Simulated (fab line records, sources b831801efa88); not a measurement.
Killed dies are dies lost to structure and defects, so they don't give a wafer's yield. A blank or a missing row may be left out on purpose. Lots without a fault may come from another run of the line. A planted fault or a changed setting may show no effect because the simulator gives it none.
One fault seen from 2 desks | flow gf180mcu | each desk has only its own numbers; what lay behind them comes last

THE TOOL OWNER'S DESK: litho_track-04
The tool's own readings at GF_DNWELL_COAT_02 (resist thk 3000 nm): means of the sampled wafers that have a number, for each lot that ran on this tool. A lot is out of limits, marked OUT, if its mean lies more than 4 standard deviations from the usual mean; the brackets give that distance.
Columns: A = chill_plate_temp_C at GF_DNWELL_COAT_02, usual 23.02 C; B = resist_line_temp_C at GF_DNWELL_COAT_02, usual 23.00 C
lot  | first seen here | A     | B
L582 | day 2 12:29     | 23.02 | 23.04
L587 | day 3 13:38     | 23.05 | 22.87
L592 | day 4 15:50     | 23.00 | 23.07
L593 | day 4 20:17     | 22.96 | 23.00
This desk's finding: nothing out of limits on any of the 4 lots.

THE METROLOGY DESK
What the gauges read, lot by lot, whatever tool the lot ran on: means of the sampled wafers that have a number. A lot is out of limits, marked OUT, if its mean lies more than 4 standard deviations from the usual mean; the brackets give that distance.
Columns: A = NWELL_TW at GF_NWELL_TW_MEAS_11, usual 1571; B = LVPWELL_TW at GF_LVPWELL_TW_MEAS_11, usual 554; C = MVSD_TW at GF_MVSD_TW_MEAS_11, usual 1574; D = VT_IMPLANT_OVL at GF_VT_IMPLANT_OVL_MEAS_07, usual -0.9 nm; E = LVPWELL_RS at GF_VT_IMPLANT_RS_MEAS_48, usual 1197 ohm/sq
lot  | first seen here | A              | B                      | C              | D    | E
L582 | day 3 07:26     | 1593           | 546                    | 1556           | -1.5 | 1199
L583 | day 3 14:17     | 1563           | 569                    | 1554           | -1.0 | 1196
L584 | day 3 19:47     | 1597           | 549                    | 1559           | -2.5 | 1202
L587 | day 4 09:56     | 1546           | 550                    | 1568           | -0.1 | 1201
L590 | day 5 03:59     | 1608           | 571                    | 1573           | -0.5 | 1195
L592 | day 5 13:29     | 1895 (+12) OUT | 1502 (+99 or more) OUT | 1964 (+17) OUT | -2.3 | 1198
L593 | day 5 18:26     | 1973 (+15) OUT | 1496 (+99 or more) OUT | 1926 (+15) OUT | -0.8 | 1199
L597 | day 6 19:32     | 1538           | 556                    | 1545           | -0.5 | 1199
L599 | day 7 06:31     | 1593           | 557                    | 1574           | 1.5  | 1202
L604 | day 8 10:47     | 1565           | 573                    | 1613           | -1.8 | 1197
L605 | day 8 14:41     | 1592           | 557                    | 1614           | -0.8 | 1198
This desk's finding: out of limits on L592, L593; first on L592, day 5 13:29 (NWELL_TW at GF_NWELL_TW_MEAS_11). In limits: L582, L583, L584, L587, L590, L597, L599, L604, L605.

PUT TOGETHER
The metrology desk could have raised an alarm at day 5 13:29, on L592, L593.
The tool owner's desk saw nothing out of limits.
The tool owner's desk has L592, L593 on record, within its limits.
Of the lots named, all ran GF_DNWELL_COAT_02 on litho_track-04.

WHAT THE SIMULATOR HAD PUT IN
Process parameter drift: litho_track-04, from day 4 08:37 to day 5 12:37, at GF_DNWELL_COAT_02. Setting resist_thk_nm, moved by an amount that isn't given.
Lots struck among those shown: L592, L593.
Hours from the fault's start to each desk's first reading out of limits: the metrology desk, 29.
